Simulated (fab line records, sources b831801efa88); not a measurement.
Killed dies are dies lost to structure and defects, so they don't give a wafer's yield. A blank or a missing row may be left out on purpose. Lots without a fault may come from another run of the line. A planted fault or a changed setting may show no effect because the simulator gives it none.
Which tool did it? | flow gf180mcu | 7 lots, 21 wafers sampled, at 2 steps of a route of 602

WHAT THE GAUGES READ, wafer by wafer
GF_V5_THK_MEAS_03.
lot  | measured     | on            | V5_CVD_02_THK (nm)
L423 | day 27 00:40 | film_metro-04 | 1436 1435 1460
L425 | day 28 03:04 | film_metro-04 | 1468 1475 1471
L429 | day 29 02:29 | film_metro-02 | 1436 1457 1450
L434 | day 30 11:34 | film_metro-03 | 1442 1444 1474
L439 | day 31 22:22 | film_metro-04 | 1437 1460 1458
L442 | day 32 15:59 | film_metro-03 | 1450 1460 1471
L444 | day 33 08:43 | film_metro-03 | 1448 1439 1447

WHICH TOOL RAN EACH LOT (tool, then ch and the chambers of the sampled wafers, then the start)
lot  | GF_V3_CMP_04
L423 | cmp-01 ch 1,2,3, day 22 01:26
L425 | cmp-02 ch 0,1,2, day 23 09:32
L429 | cmp-01 ch 1,2,3, day 24 12:26
L434 | cmp-02 ch 0,3, day 26 01:20
L439 | cmp-01 ch 0,1,2, day 27 17:10
L442 | cmp-01 ch 1,3, day 28 13:32
L444 | cmp-01 ch 1,2, day 29 09:52
- GF_V3_CMP_04: polishes SiO2.

THE ANSWER, worked out from the rows above alone
Rule: what is usual is taken from the lots themselves. Put in order of their means at a reading, lots are off if they are a third of the lots or fewer, leave a main group of 4 or more, and stand apart from it by a gap of 3 or more times the standard deviation of the main group's means; of several such gaps the widest counts. A main group whose means are all the same, to the digits that the tables above print for the reading, isn't used. A lot without any number at a reading at which 4 lots or more have one is off too. The other lots that the step has rows for count as sound.
No lot is off at any reading shown: from this, nothing can be told.

WHAT THE SIMULATOR HAD PUT IN
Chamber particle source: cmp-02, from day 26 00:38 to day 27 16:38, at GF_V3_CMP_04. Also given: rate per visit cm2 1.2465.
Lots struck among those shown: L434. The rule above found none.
